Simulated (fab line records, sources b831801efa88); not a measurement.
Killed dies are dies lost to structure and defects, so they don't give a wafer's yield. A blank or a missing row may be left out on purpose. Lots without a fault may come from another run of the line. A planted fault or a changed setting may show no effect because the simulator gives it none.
One fault seen from 2 desks | flow gf180mcu | each desk has only its own numbers; what lay behind them comes last

THE TOOL OWNER'S DESK: furnace-02
The tool's own readings at GF_DUAL_GATE_OXIDATION_15 (stabilise 600 s, purge 300 s, target thk 7.098 nm): means of the sampled wafers that have a number, for each lot that ran on this tool. A lot is out of limits, marked OUT, if its mean lies more than 4 standard deviations from the usual mean; the brackets give that distance.
Columns: A = spike_tc_bottom_C at GF_DUAL_GATE_OXIDATION_15, usual 866.9 C; B = spike_tc_centre_C at GF_DUAL_GATE_OXIDATION_15, usual 850.5 C; C = spike_tc_lower_C at GF_DUAL_GATE_OXIDATION_15, usual 850.2 C; D = spike_tc_upper_C at GF_DUAL_GATE_OXIDATION_15, usual 849.3 C; E = tube_center_temp_C at GF_DUAL_GATE_OXIDATION_15, usual 850 C; F = tube_center_temp_C_max at GF_DUAL_GATE_OXIDATION_15, usual 852.2
lot  | first seen here | A                | B     | C                | D     | E             | F
L609 | day 8 09:37     | 868.8            | 849.6 | 850.7            | 849.7 | 850           | 852.4
L614 | day 9 20:50     | 868.8            | 849.3 | 849.4            | 849.9 | 850           | 852.7
L615 | day 10 09:07    | 874.0 (+4.2) OUT | 853.7 | 854.1            | 855.2 | 854 (+54) OUT | 856.9 (+14) OUT
L617 | day 10 20:31    | 872.9            | 854.1 | 854.2 (+4.0) OUT | 853.7 | 854 (+54) OUT | 856.1 (+12) OUT
L618 | day 11 09:08    | 872.4            | 854.4 | 853.7            | 854.5 | 854 (+53) OUT | 856.1 (+11) OUT
L630 | day 14 12:04    | 868.1            | 852.1 | 850.5            | 850.9 | 850           | 852.4
This desk's finding: out of limits on L615, L617, L618; first on L615, day 10 09:07 (spike_tc_bottom_C at GF_DUAL_GATE_OXIDATION_15). In limits: L609, L614, L630.

THE METROLOGY DESK
What the gauges read, lot by lot, whatever tool the lot ran on: means of the sampled wafers that have a number. A lot is out of limits, marked OUT, if its mean lies more than 4 standard deviations from the usual mean; the brackets give that distance.
Columns: A = DUAL_GATE_OXIDATION_00_THK at GF_DUAL_GATE_THK_MEAS_03, usual 10.79 nm; B = DUAL_GATE_OVL at GF_DUAL_GATE_OVL_MEAS_11, usual 0.6 nm
lot  | first seen here | A     | B
L609 | day 7 17:40     | 11.02 | 1.6
L614 | day 9 03:43     | 10.98 | 0.3
L615 | day 9 14:29     | 10.93 | 0.8
L617 | day 10 01:47    | 10.58 | -0.6
L618 | day 10 14:50    | 10.58 | 1.7
L628 | day 13 01:55    | 10.97 | 1.1
L630 | day 13 15:08    | 10.55 | 2.2
This desk's finding: nothing out of limits on any of the 7 lots.

PUT TOGETHER
The tool owner's desk could have raised an alarm at day 10 09:07, on L615, L617, L618.
The metrology desk saw nothing out of limits.
The metrology desk has L615, L617, L618 on record, within its limits.
Of the lots named, all ran GF_DUAL_GATE_OXIDATION_15 on furnace-02.

WHAT THE SIMULATOR HAD PUT IN
Process parameter drift: furnace-02, from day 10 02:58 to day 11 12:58, at GF_DUAL_GATE_OXIDATION_15. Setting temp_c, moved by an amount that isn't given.
Lots struck among those shown: L615, L617, L618.
Hours from the fault's start to each desk's first reading out of limits: the tool owner's desk, 6.
